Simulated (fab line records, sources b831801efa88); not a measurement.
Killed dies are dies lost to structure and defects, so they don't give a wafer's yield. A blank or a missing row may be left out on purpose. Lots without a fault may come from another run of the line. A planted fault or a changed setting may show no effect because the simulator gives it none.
Problem report in the 8D (eight disciplines) form, filled by code | flow gf180mcu | the parts of the form that need people (team, actions taken, sign-off) are left out

1. THE PROBLEM
oes_product_au at GF_HV_LDD_STRIP_10 reads a mean of 0.886 a.u. on 3 wafers of 1 lot; wafers without a fault read 0.716 a.u. with a standard deviation of 0.0042. That is +40 standard deviations from the usual mean.
The step: strips in O2/N2.
First seen on wafer L693.3, day 11 06:57, on plasma_asher-01. The record holds 39 wafers of 13 lots with a number at this step. Rule for "out", or "out of limits": more than 4 standard deviations from the usual mean. The other wafers with a number count as sound.

2. WHAT IT IS AND WHAT IT IS NOT
question                    | is                     | is not
which readings at this step | oes_product_au         | drypump_motor_current_A, heater_power_w
which lots                  | L693                   | L691, L692, L694, L697, L698, L704, L705, L706, L707, L708, L709, L710
which wafers of those lots  | all that have a number | -
read on which tools         | plasma_asher-01        | plasma_asher-02, plasma_asher-03
when                        | from day 11 06:57      | up to then (6 sound wafers); but 30 sound wafers of L694, L697, L698, L704, L705, L706, L707, L708, L709, L710 came after

3. SUSPECTS, AND WHAT RULES EACH OUT
Counting: a tool at a process step up to the reading stays a suspect if it ran every lot that is out and no sound lot after the first of them.
- plasma_asher-01 at GF_HV_LDD_STRIP_10 (strips in O2/N2): ruled out as a lasting fault. Sound lots L704, L707, L708, L709 ran on it after its first lot that is out, L693 (day 11 06:57).
Left after counting: nothing in the record.

4. THE CAUSE (what the simulator had put in)
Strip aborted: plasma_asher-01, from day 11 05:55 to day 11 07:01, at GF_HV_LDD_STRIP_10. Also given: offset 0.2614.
Counting ruled it out, wrongly.

5. THE CHAIN OF EFFECTS, in route order
Each row: a reading whose mean over the struck wafers that have a number lies more than 3 standard deviations from the usual. Only readings for which the record gives a usual standard deviation are gone through. hours: the time from each lot's start at the first step in this table that gives one to its start at this step, as a median over the lots. sigmas: the change in usual standard deviations.
hours | step               | reading        | usual      | on struck wafers | change | sigmas
0     | GF_HV_LDD_STRIP_10 | oes_product_au | 0.716 a.u. | 0.886            | +0.170 | +40
The process steps in it:
- GF_HV_LDD_STRIP_10: strips in O2/N2.
Readings that are blank on the struck wafers while sound wafers have them: strip_time_to_endpoint_s at GF_HV_LDD_STRIP_10.
Later measuring or inspecting steps at which every struck wafer that the step has a row for has a number for every such reading, and none has moved that far: GF_PSD_RS_MEAS_15.

6. WHAT WOULD HAVE CAUGHT IT SOONER
In this record the first reading out of limits was taken at day 11 06:57, 1 hour after the fault began at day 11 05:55.
